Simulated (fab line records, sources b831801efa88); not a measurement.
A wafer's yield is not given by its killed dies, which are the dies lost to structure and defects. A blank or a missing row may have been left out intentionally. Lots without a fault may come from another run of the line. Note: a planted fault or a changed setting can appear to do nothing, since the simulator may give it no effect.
Comparing a struck lot with a sound one -- flow sky130 -- 43 steps out of a route of 708
Sound: these wafers, L814.1, L814.5, L814.6. Struck: wafer L827.3. (L827.1, L827.2 of the same lot were not struck and are left out.) The cause comes at the end.
Per side, at each step with rows, come the tool, then ch with its chambers, and then its first start. Under that, the readings that differ: sound wafers -- struck wafers -- difference of the means -- sigmas: that difference in standard deviations of wafers without a fault.
alike: readings whose means differ by less than 2 such deviations, and words and numbers that are the same on both sides. not compared: withheld readings, readings that some wafer has no value for, bounds like >300 that may hide the same value, and numbers for which the record gives no deviation and whose values overlap.
The two part at a step that has a row with sigmas, a row that says differs or no value, or rows on one side only. Numbers that have no deviation but don't overlap get no sigmas and don't part them. A reading missing from all wafers of one side parts the sides only when that side holds two or more wafers.

first, 4 steps without rows for these wafers: SKY_CONTACT_STRIP_20 (strips in post etch residue remover, time 1200 s); SKY_CONTACT_CLEAN_21 (cleans in IPA, time 180 s); SKY_CONTACT_CLEAN_22 (cleans in O3/DIW); SKY_CONTACT_SPUTTER_23 (material TiN, target thk 20 nm, time 80 s).
SKY_CONTACT_CVD_24: deposits W, target thk 340 nm, time 102.12 s.
  sound on cvd_w-02 ch 0,1, day 31 23:29; struck on cvd_w-02 ch 0, day 36 12:25
  alike: heater_power_outer_w, heater_power_w
SKY_CONTACT_RS_MEAS_25: uses a four-point probe to measure.
  struck on film_metro-01, day 36 12:32; sound on film_metro-04, day 31 23:36
  alike: CONTACT_W_RS
SKY_CONTACT_THK_MEAS_26: measures by xrf.
  struck on film_metro-01, day 36 12:39; sound on film_metro-04, day 31 23:43
  alike: CONTACT_W_THK
SKY_CONTACT_CMP_27: polishes, stops on SiO2, t overpolish 15 s, target thk 0 nm.
  sound on cmp-02 ch 0,1,3, day 31 23:56; struck on cmp-02 ch 1, day 36 12:43
  alike: motor_current_A, overpolish_run_s, time_to_endpoint_s
then, 4 steps without rows for these wafers: SKY_METAL1_SPUTTER_00 (material Ti, target thk 15 nm, time 10 s); SKY_METAL1_SPUTTER_01 (material TiN, target thk 20 nm, time 16.7 s); SKY_METAL1_SPUTTER_02 (material AlCu, target thk 250 nm, time 13.3 s); SKY_METAL1_SPUTTER_03 (material Ti, target thk 5 nm, time 3.3 s).
SKY_METAL1_SPUTTER_04: material TiN, target thk 70 nm, time 58.3 s.
  struck on pvd_sputter-02, day 36 13:06; sound on pvd_sputter-01, day 32 00:10
  alike: throttle_valve_pct
SKY_METAL1_RS_MEAS_05: uses a four-point probe to measure.
  struck on film_metro-01, day 36 13:09; sound on film_metro-02, day 32 00:14
  alike: METAL1_ALCU_RS
SKY_METAL1_THK_MEAS_06: measures by xrf.
  struck on film_metro-01, day 36 13:16; sound on film_metro-02, day 32 00:21
  alike: METAL1_ALCU_THK
then, 8 steps without rows for these wafers: SKY_METAL1_DEHYDRATE_07 (time 60 s); SKY_METAL1_HMDS_08 (prime time 60 s); SKY_METAL1_COAT_09 (resist thk 60 nm); SKY_METAL1_COAT_10 (resist thk 450 nm); SKY_METAL1_SOFTBAKE_11 (time 90 s); SKY_METAL1_EXPOSE_12 (exposes mask MM1, target cd 140 nm); SKY_METAL1_PEB_13; SKY_METAL1_DEVELOP_14 (develop time 60 s).
SKY_METAL1_CD_MEAS_15 targets a cd of 140 nm.
  struck on cd_sem-01, day 37 14:55; sound on cd_sem-02, day 33 02:39
reading,sound,struck,difference,sigmas
cd_nm (nm),137.6 134.5 136.9,141.9,+5.6,+3
SKY_METAL1_OVL_MEAS_16:
  struck on overlay-01, day 37 15:02; sound on overlay-02, day 33 02:46
reading,sound,struck,difference,sigmas
METAL1_OVL (nm),1 1 -10,-17,-14,-2
SKY_METAL1_DESCUM_17: chemistry O2, time 8 s.
  sound on rie_metal-04 ch 0,1, day 33 02:49; struck on rie_metal-03 ch 1, day 37 15:04
reading,sound,struck,difference,sigmas
oes_product_au (a.u.),1.003 1.011 0.997,0.985,-0.019,-2
  alike: drypump_motor_current_A, rf_fwd_power_W
  not compared: rf_hours_counter_h
then, 1 step without rows for these wafers: SKY_METAL1_ETCH_18 (etches BARC in N2/H2, stops on SiO2, time 45.9 s, target depth 60 nm).
SKY_METAL1_METAL_ETCH_19: etches the open film in Cl2/BCl3, stops on SiO2, target depth 360 nm, time 78 s.
  sound on rie_metal-04 ch 0,1, day 33 02:54; struck on rie_metal-03 ch 1, day 37 15:10
  alike: drypump_motor_current_A, oes_product_au, rf_fwd_power_W, throttle_valve_pct
  not compared: rf_hours_counter_h
SKY_METAL1_STRIP_20: strips in O2/N2.
  sound on plasma_asher-01 ch 0,1, day 33 02:59; struck on plasma_asher-01 ch 0, day 37 15:15
  alike: drypump_motor_current_A, oes_product_au, strip_time_to_endpoint_s
  not compared: rf_hours_counter_h
then, 4 steps without rows for these wafers: SKY_METAL1_STRIP_21 (strips in post etch residue remover, time 1200 s); SKY_METAL1_CLEAN_22 (cleans in IPA, time 180 s); SKY_METAL1_CLEAN_23 (cleans in O3/DIW); SKY_VIA1_HDPCVD_00 (deposits SiO2, target thk 1030 nm, time 171.7 s).
SKY_VIA1_THK_MEAS_01:
  struck on film_metro-01, day 37 15:58; sound on film_metro-01, day 33 03:41
  alike: VIA1_HDPCVD_THK
then, 1 step without rows for these wafers: SKY_VIA1_CMP_02 (polishes SiO2).
SKY_VIA1_BOW_MEAS_03:
  struck on film_metro-02, day 37 16:19; sound on film_metro-03, day 33 04:03
  alike: VIA1_BOW
then, 6 steps without rows for these wafers: SKY_VIA1_DEHYDRATE_04 (time 60 s); SKY_VIA1_HMDS_05 (prime time 60 s); SKY_VIA1_COAT_06 (resist thk 60 nm); SKY_VIA1_COAT_07 (resist thk 450 nm); SKY_VIA1_SOFTBAKE_08 (time 90 s); SKY_VIA1_EXPOSE_09 (exposes mask VIM, target cd 150 nm).
-- the record jumps here: 12 days lie between the struck wafers' starts before and after (it left off in module VIA1 and takes up again in module PAD_OPEN, whose first step shown is number 708 of the route) --
SKY_PAD_OPEN_PROBE_99:
  struck on prober-01, day 49 11:01; sound on prober-02, day 46 02:37
reading,sound,struck,difference,sigmas
defect_limited_yield (%),82.9 82.3 81.3,74.8,-7.4,-4
killed_at_M0_to_M3,43 42 48,86,+42,+6
killed_at_M4_up,6 6 2,0,-5,-2
killed_dies,84 87 92,124,+36,+4
sort_bin_3_pad_short (%),1.0 0.4 0,2.8,+2.3,+6
sort_bin_5_function (%),10.4 12.4 11.4,16.1,+4.7,+3
sort_n_pass,408 405 400,368,-36,-4
sort_yield_pct (%),82.9 82.3 81.3,74.8,-7.4,-4
model.etest.tester.sort_n_pass,408 405 400,368,-36,
model.etest.tester.sort_yield_pct (%),82.93 82.32 81.3,74.8,-7.4,
model.etest.tester.sort_bin_5_pct (%),10.37 12.4 11.38,16.06,+4.68,
model.etest.tester.sort_bin_3_pct (%),1.016 0.4065 0,2.846,+2.372,
  alike: killed_at_contacts, killed_at_front_end, killed_at_other, killed_open, killed_short, sort_bin_6_memory

== WHERE THEY PART ==
Earliest at SKY_METAL1_CD_MEAS_15; latest, in this record, at SKY_PAD_OPEN_PROBE_99.

WHY: what the simulator had put in
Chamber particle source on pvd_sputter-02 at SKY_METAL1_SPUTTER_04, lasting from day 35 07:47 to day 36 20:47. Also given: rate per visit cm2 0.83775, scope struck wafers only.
